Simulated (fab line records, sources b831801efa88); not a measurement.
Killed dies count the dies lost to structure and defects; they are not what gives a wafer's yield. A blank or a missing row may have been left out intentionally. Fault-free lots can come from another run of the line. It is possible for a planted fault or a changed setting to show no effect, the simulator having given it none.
Which of the tools did it? / flow sky130 / 33 wafers from 11 lots sampled at 5 of the route's 708 steps

WHAT THE GAUGES SHOWED, per wafer
The record lacks any reading of a measuring or inspecting step that a usual standard deviation could be used to judge.

WHICH TOOL RAN EACH LOT (tool, then ch and the chambers of the sampled wafers, then the start)
lot=L326; SKY_VIA3_ETCH_15=rieDiel-02 ch 0,1,3, day 40 00:20; SKY_METAL4_SPUTTER_01=pvdSputter-04, day 40 02:06; SKY_VIA4_CMP_21=cmp-02 ch 1,2,3, day 43 05:12; SKY_METAL5_SPUTTER_02=pvdSputter-04, day 43 05:30; SKY_PAD_OPEN_PROBE_99=-
lot=L327; SKY_VIA3_ETCH_15=rieDiel-03 ch 1,2,3, day 40 05:33; SKY_METAL4_SPUTTER_01=pvdSputter-02, day 40 09:14; SKY_VIA4_CMP_21=cmp-01 ch 0,1,2, day 43 12:15; SKY_METAL5_SPUTTER_02=pvdSputter-04, day 43 12:30; SKY_PAD_OPEN_PROBE_99=-
lot=L329; SKY_VIA3_ETCH_15=rieDiel-03 ch 0,1,3, day 41 01:41; SKY_METAL4_SPUTTER_01=pvdSputter-03, day 41 03:01; SKY_VIA4_CMP_21=cmp-01 ch 0,1,3, day 44 04:43; SKY_METAL5_SPUTTER_02=pvdSputter-01, day 44 05:04; SKY_PAD_OPEN_PROBE_99=-
lot=L330; SKY_VIA3_ETCH_15=rieDiel-03 ch 0,1,2, day 41 13:31; SKY_METAL4_SPUTTER_01=pvdSputter-04, day 41 14:51; SKY_VIA4_CMP_21=cmp-01 ch 0,1,3, day 44 16:05; SKY_METAL5_SPUTTER_02=pvdSputter-02, day 44 16:22; SKY_PAD_OPEN_PROBE_99=-
lot=L333; SKY_VIA3_ETCH_15=rieDiel-02 ch 1,2,3, day 41 21:11; SKY_METAL4_SPUTTER_01=pvdSputter-02, day 41 22:31; SKY_VIA4_CMP_21=cmp-02 ch 0,1,3, day 44 23:13; SKY_METAL5_SPUTTER_02=pvdSputter-04, day 44 23:34; SKY_PAD_OPEN_PROBE_99=-
lot=L338; SKY_VIA3_ETCH_15=rieDiel-03 ch 0,2,3, day 43 14:02; SKY_METAL4_SPUTTER_01=pvdSputter-02, day 43 15:23; SKY_VIA4_CMP_21=cmp-02 ch 1,2,3, day 46 11:03; SKY_METAL5_SPUTTER_02=pvdSputter-02, day 46 11:21; SKY_PAD_OPEN_PROBE_99=prober-02, day 49 00:49
lot=L339; SKY_VIA3_ETCH_15=rieDiel-03 ch 0,1, day 43 21:13; SKY_METAL4_SPUTTER_01=pvdSputter-02, day 43 22:35; SKY_VIA4_CMP_21=cmp-01 ch 1,2, day 46 18:20; SKY_METAL5_SPUTTER_02=pvdSputter-04, day 46 18:41; SKY_PAD_OPEN_PROBE_99=-
lot=L342; SKY_VIA3_ETCH_15=rieDiel-02 ch 0,3, day 44 11:50; SKY_METAL4_SPUTTER_01=pvdSputter-03, day 44 13:13; SKY_VIA4_CMP_21=cmp-02 ch 0,1,2, day 47 07:32; SKY_METAL5_SPUTTER_02=pvdSputter-02, day 47 07:50; SKY_PAD_OPEN_PROBE_99=-
lot=L343; SKY_VIA3_ETCH_15=rieDiel-02 ch 0,2,3, day 44 19:08; SKY_METAL4_SPUTTER_01=pvdSputter-04, day 44 20:31; SKY_VIA4_CMP_21=cmp-02 ch 1,2,3, day 47 14:28; SKY_METAL5_SPUTTER_02=pvdSputter-01, day 47 14:46; SKY_PAD_OPEN_PROBE_99=-
lot=L347; SKY_VIA3_ETCH_15=rieDiel-01 ch 2,3, day 45 17:20; SKY_METAL4_SPUTTER_01=pvdSputter-02, day 45 18:40; SKY_VIA4_CMP_21=cmp-01 ch 0,1, day 48 10:40; SKY_METAL5_SPUTTER_02=pvdSputter-01, day 48 11:01; SKY_PAD_OPEN_PROBE_99=-
lot=L348; SKY_VIA3_ETCH_15=rieDiel-02 ch 1,3, day 45 21:53; SKY_METAL4_SPUTTER_01=pvdSputter-02, day 45 23:13; SKY_VIA4_CMP_21=cmp-02 ch 2,3, day 48 15:30; SKY_METAL5_SPUTTER_02=pvdSputter-01, day 48 15:48; SKY_PAD_OPEN_PROBE_99=-
- SKY_VIA3_ETCH_15: etches SiO2 in C4F8/O2/Ar, stops on TiN, target depth 507 nm, time 78 s.
- SKY_METAL4_SPUTTER_01: material TiN, target thk 20 nm, time 16.7 s.
- SKY_VIA4_CMP_21: polishes, stops on SiO2, t overpolish 25 s, target thk 0 nm.
- SKY_METAL5_SPUTTER_02: material AlCu, target thk 1150 nm, time 61.2 s.
- SKY_PAD_OPEN_PROBE_99

AS READ BY THE TOOLS THEMSELVES (means over the sampled wafers that have a number; for cases with no such wafer, the mark the record gives instead)
SKY_VIA3_ETCH_15. Usual: 0.945 a.u. for oesProductAu, sd 0.0049.
lot=L326; tool=rieDiel-02; oesProductAu (a.u.)=0.945; flag=
lot=L327; tool=rieDiel-03; oesProductAu (a.u.)=0.941; flag=
lot=L329; tool=rieDiel-03; oesProductAu (a.u.)=0.948; flag=
lot=L330; tool=rieDiel-03; oesProductAu (a.u.)=0.942; flag=
lot=L333; tool=rieDiel-02; oesProductAu (a.u.)=0.945; flag=
lot=L338; tool=rieDiel-03; oesProductAu (a.u.)=0.947; flag=
lot=L339; tool=rieDiel-03; oesProductAu (a.u.)=0.946; flag=
lot=L342; tool=rieDiel-02; oesProductAu (a.u.)=0.943; flag=
lot=L343; tool=rieDiel-02; oesProductAu (a.u.)=0.947; flag=
lot=L347; tool=rieDiel-01; oesProductAu (a.u.)=0.949; flag=
lot=L348; tool=rieDiel-02; oesProductAu (a.u.)=0.947; flag=

SKY_METAL4_SPUTTER_01. Usual: cathodeDcPowerW 6500.0 W, standard deviation 1.2; chamberPressurePa 0.3999 Pa, standard deviation 0.00094; throttleValvePct 29.7 %, standard deviation 0.73.
lot=L326; tool=pvdSputter-04; cathodeDcPowerW (W)=6500.6; chamberPressurePa (Pa)=0.3992; throttleValvePct (%)=29.3; flag=
lot=L327; tool=pvdSputter-02; cathodeDcPowerW (W)=6500.7; chamberPressurePa (Pa)=0.3990; throttleValvePct (%)=30.3; flag=
lot=L329; tool=pvdSputter-03; cathodeDcPowerW (W)=6500.8; chamberPressurePa (Pa)=0.3995; throttleValvePct (%)=29.6; flag=
lot=L330; tool=pvdSputter-04; cathodeDcPowerW (W)=6499.0; chamberPressurePa (Pa)=0.4004; throttleValvePct (%)=29.2; flag=
lot=L333; tool=pvdSputter-02; cathodeDcPowerW (W)=6500.4; chamberPressurePa (Pa)=0.4005; throttleValvePct (%)=29.8; flag=
lot=L338; tool=pvdSputter-02; cathodeDcPowerW (W)=6499.3; chamberPressurePa (Pa)=0.4002; throttleValvePct (%)=29.2; flag=
lot=L339; tool=pvdSputter-02; cathodeDcPowerW (W)=6499.6; chamberPressurePa (Pa)=0.3996; throttleValvePct (%)=30.2; flag=
lot=L342; tool=pvdSputter-03; cathodeDcPowerW (W)=6501.0; chamberPressurePa (Pa)=0.4006; throttleValvePct (%)=30.2; flag=
lot=L343; tool=pvdSputter-04; cathodeDcPowerW (W)=6500.1; chamberPressurePa (Pa)=0.3997; throttleValvePct (%)=29.6; flag=
lot=L347; tool=pvdSputter-02; cathodeDcPowerW (W)=6498.8; chamberPressurePa (Pa)=0.4000; throttleValvePct (%)=30.2; flag=
lot=L348; tool=pvdSputter-02; cathodeDcPowerW (W)=6499.9; chamberPressurePa (Pa)=0.3992; throttleValvePct (%)=29.4; flag=

SKY_VIA4_CMP_21. Usual: motorCurrentA 11.0 A, standard deviation 0.71; overpolishRunS 24.999 s, standard deviation 0.0088; platenRpm 60.00 rpm, standard deviation 0.041; timeToEndpointS 122 s, standard deviation 5.2.
lot=L326; tool=cmp-02; motorCurrentA (A)=10.7; overpolishRunS (s)=25.004; platenRpm (rpm)=59.96; timeToEndpointS (s)=122; flag=
lot=L327; tool=cmp-01; motorCurrentA (A)=11.1; overpolishRunS (s)=24.995; platenRpm (rpm)=60.03; timeToEndpointS (s)=115; flag=
lot=L329; tool=cmp-01; motorCurrentA (A)=11.3; overpolishRunS (s)=25.001; platenRpm (rpm)=59.96; timeToEndpointS (s)=128; flag=
lot=L330; tool=cmp-01; motorCurrentA (A)=11.0; overpolishRunS (s)=25.003; platenRpm (rpm)=59.97; timeToEndpointS (s)=127; flag=
lot=L333; tool=cmp-02; motorCurrentA (A)=10.6; overpolishRunS (s)=25.002; platenRpm (rpm)=59.98; timeToEndpointS (s)=118; flag=
lot=L338; tool=cmp-02; motorCurrentA (A)=10.4; overpolishRunS (s)=24.999; platenRpm (rpm)=60.00; timeToEndpointS (s)=119; flag=
lot=L339; tool=cmp-01; motorCurrentA (A)=11.0; overpolishRunS (s)=24.996; platenRpm (rpm)=59.96; timeToEndpointS (s)=118; flag=
lot=L342; tool=cmp-02; motorCurrentA (A)=11.1; overpolishRunS (s)=24.997; platenRpm (rpm)=59.97; timeToEndpointS (s)=125; flag=
lot=L343; tool=cmp-02; motorCurrentA (A)=10.2; overpolishRunS (s)=25.001; platenRpm (rpm)=59.96; timeToEndpointS (s)=119; flag=
lot=L347; tool=cmp-01; motorCurrentA (A)=11.8; overpolishRunS (s)=24.994; platenRpm (rpm)=60.01; timeToEndpointS (s)=117; flag=
lot=L348; tool=cmp-02; motorCurrentA (A)=10.4; overpolishRunS (s)=25.000; platenRpm (rpm)=59.97; timeToEndpointS (s)=121; flag=

SKY_METAL5_SPUTTER_02. Usual: cathodeDcPowerW 10600 W, standard deviation 1.8; chamberPressurePa 0.3998 Pa, standard deviation 0.00084; throttleValvePct 29.8 %, standard deviation 1.2.
lot=L326; tool=pvdSputter-04; cathodeDcPowerW (W)=10602; chamberPressurePa (Pa)=0.4000; throttleValvePct (%)=29.3; flag=
lot=L327; tool=pvdSputter-04; cathodeDcPowerW (W)=10600; chamberPressurePa (Pa)=0.3993; throttleValvePct (%)=29.3; flag=
lot=L329; tool=pvdSputter-01; cathodeDcPowerW (W)=10600; chamberPressurePa (Pa)=0.3996; throttleValvePct (%)=29.5; flag=
lot=L330; tool=pvdSputter-02; cathodeDcPowerW (W)=10602; chamberPressurePa (Pa)=0.3996; throttleValvePct (%)=29.9; flag=
lot=L333; tool=pvdSputter-04; cathodeDcPowerW (W)=10600; chamberPressurePa (Pa)=0.4010; throttleValvePct (%)=29.4; flag=
lot=L338; tool=pvdSputter-02; cathodeDcPowerW (W)=10599; chamberPressurePa (Pa)=0.3635; throttleValvePct (%)=31.5; flag=OFF
lot=L339; tool=pvdSputter-04; cathodeDcPowerW (W)=10598; chamberPressurePa (Pa)=0.3998; throttleValvePct (%)=29.7; flag=
lot=L342; tool=pvdSputter-02; cathodeDcPowerW (W)=10599; chamberPressurePa (Pa)=0.3642; throttleValvePct (%)=31.2; flag=OFF
lot=L343; tool=pvdSputter-01; cathodeDcPowerW (W)=10600; chamberPressurePa (Pa)=0.4005; throttleValvePct (%)=29.7; flag=
lot=L347; tool=pvdSputter-01; cathodeDcPowerW (W)=10600; chamberPressurePa (Pa)=0.3988; throttleValvePct (%)=30.2; flag=
lot=L348; tool=pvdSputter-01; cathodeDcPowerW (W)=10599; chamberPressurePa (Pa)=0.4005; throttleValvePct (%)=29.6; flag=

SKY_PAD_OPEN_PROBE_99. Usual: defectLimitedYield 82.2 %, standard deviation 2; killed_at_M0_to_M3 45, standard deviation 7.2; killed_at_M4_up 3.0, standard deviation 1.8; killedAtContacts 25, standard deviation 6.1; killedAtFrontEnd 14, standard deviation 4.4; killedAtOther 0.2, standard deviation 0.44; killedDies 88, standard deviation 10; killedOpen 48, standard deviation 7.4; killedShort 40, standard deviation 6.3; sort_bin_3_pad_short 0.9 %, standard deviation 0.41; sort_bin_5_function 10.6 %, standard deviation 1.5; sort_bin_6_memory 6.4 %, standard deviation 1.2; sortNPass 404, standard deviation 10; sortYieldPct 82.2 %, standard deviation 2.
lot=L338; tool=prober-02; defectLimitedYield (%)=79.2; killed_at_M0_to_M3=48; killed_at_M4_up=2.3; killedAtContacts=35; killedAtFrontEnd=16; killedAtOther=0.7; killedDies=102; killedOpen=62; killedShort=41; sort_bin_3_pad_short (%)=0.5; sort_bin_5_function (%)=12.9; sort_bin_6_memory (%)=7.3; sortNPass=390; sortYieldPct (%)=79.2; flag=

THE ANSWER, worked out from the rows above alone
Rule: a lot counts as off when the mean over its wafers that have a number is more than 3 standard deviations away from the usual mean. Also off: a lot with no number at a reading for which 4 or more lots have one. Where the step has rows for the other lots, those lots are counted as sound. The gauges are gone through in route order, then the tools' own readings, and for those a lot's mean is taken as printed above. The first step at which some lot is off is used, and at that step the reading that is off furthest; a lot without a number counts as furthest.
Off at SKY_METAL5_SPUTTER_02 (chamberPressurePa): L338, L342.
A tool fits if, at that step or a process step before it, it ran every lot that is off, and no sound lot after the first of them. One fits: pvdSputter-02 at SKY_METAL5_SPUTTER_02. Its last sound lot is L330 (day 44 16:22), its first lot that is off L338 (day 46 11:21): a fault that began between those two fits.
The tool's own readings at SKY_METAL5_SPUTTER_02 bear it out: on the lots that are off they differ by more than 5 times the standard deviation of the sound lots' means. chamberPressurePa reads 0.3639 Pa there against 0.3999 Pa on the sound lots; throttleValvePct reads 31.4 % there against 29.6 % on the sound lots.

WHAT HAD BEEN PUT IN BY THE SIMULATOR
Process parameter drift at SKY_METAL5_SPUTTER_02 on pvdSputter-02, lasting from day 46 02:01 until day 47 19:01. From 0.4, the setting chamberPressurePa moved by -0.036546. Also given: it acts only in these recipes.
Lots struck among those shown: L338, L342. The rule above reached the same finding.
